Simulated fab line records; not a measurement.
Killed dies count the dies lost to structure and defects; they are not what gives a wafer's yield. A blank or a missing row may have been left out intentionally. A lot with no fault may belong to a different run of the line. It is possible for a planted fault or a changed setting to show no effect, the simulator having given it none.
One fault through the eyes of 2 desks -- flow sky130 -- numbers are kept per desk, each desk with only its own; the story behind them comes last

== FROM THE METROLOGY DESK ==
What the gauges read, lot by lot, whatever tool the lot ran on: means of the sampled wafers that have a number. If a lot's mean is further than 4 standard deviations from the usual mean, the lot is out of limits and carries the mark OUT (the distance appears in the brackets). Shown here are 7 of its 8 readings, the ones lying furthest out on some lot.
Columns: A = PWDE_TW at SKY_PWDE_TW_MEAS_10, usual 374.6; B = NWELL_00_OVL at SKY_NWELL_OVL_MEAS_10, usual 1.7 nm; C = NWELL_TW at SKY_NWELL_TW_MEAS_15, usual 1827; D = NWELL_01_OVL at SKY_NWELL_OVL_MEAS_23, usual 1.3 nm; E = NWELL_2_TW at SKY_NWELL_TW_MEAS_26, usual 498; F = NWELL_RS at SKY_NWELL_RS_MEAS_29, usual 624.7 ohm/sq; G = PWDE_RS at SKY_NWELL_RS_MEAS_31, usual 5274 ohm/sq
lot,first seen here,A,B,C,D,E,F,G
L681,day 4 18:49,376.8,0.7,1839,1.7,498,624.3,5284
L682,day 4 22:01,374.3,1.0,1836,2.1,496,626.5,5275
L683,day 5 08:31,375.8,0.3,1813,3.3,495,626.8,5268
L686,day 6 00:49,373.5,4.5,1811,0.5,502,625.3,5275
L691,day 7 02:31,378.2,1.1,1816,0.6,498,624.4,5250
L695,day 7 22:38,370.5,1.5,1840,1.2,500,622.8,5286
Result from this desk: across the 6 lots, nothing is out of limits.

== TOOL OWNER'S DESK, iline stepper-02 ==
The tool's own readings at SKY_NWELL_EXPOSE_07 (exposes mask NWM, target cd 840 nm): means of the sampled wafers that have a number, for each lot that ran on this tool. If a lot's mean is further than 4 standard deviations from the usual mean, the lot is out of limits and carries the mark OUT (the distance appears in the brackets).
Columns: A = exposure dose mJ cm2 at SKY_NWELL_EXPOSE_07, usual 254.97
lot,first seen here,A
L686,day 6 11:17,255.25
L691,day 7 12:04,254.85
L695,day 8 08:26,254.95
Result from this desk: across the 3 lots, nothing is out of limits.

== BROUGHT TOGETHER ==
From the metrology desk's view, nothing was out of limits.
The tool owner's desk saw nothing out of limits.

== WHAT HAD BEEN PUT IN BY THE SIMULATOR ==
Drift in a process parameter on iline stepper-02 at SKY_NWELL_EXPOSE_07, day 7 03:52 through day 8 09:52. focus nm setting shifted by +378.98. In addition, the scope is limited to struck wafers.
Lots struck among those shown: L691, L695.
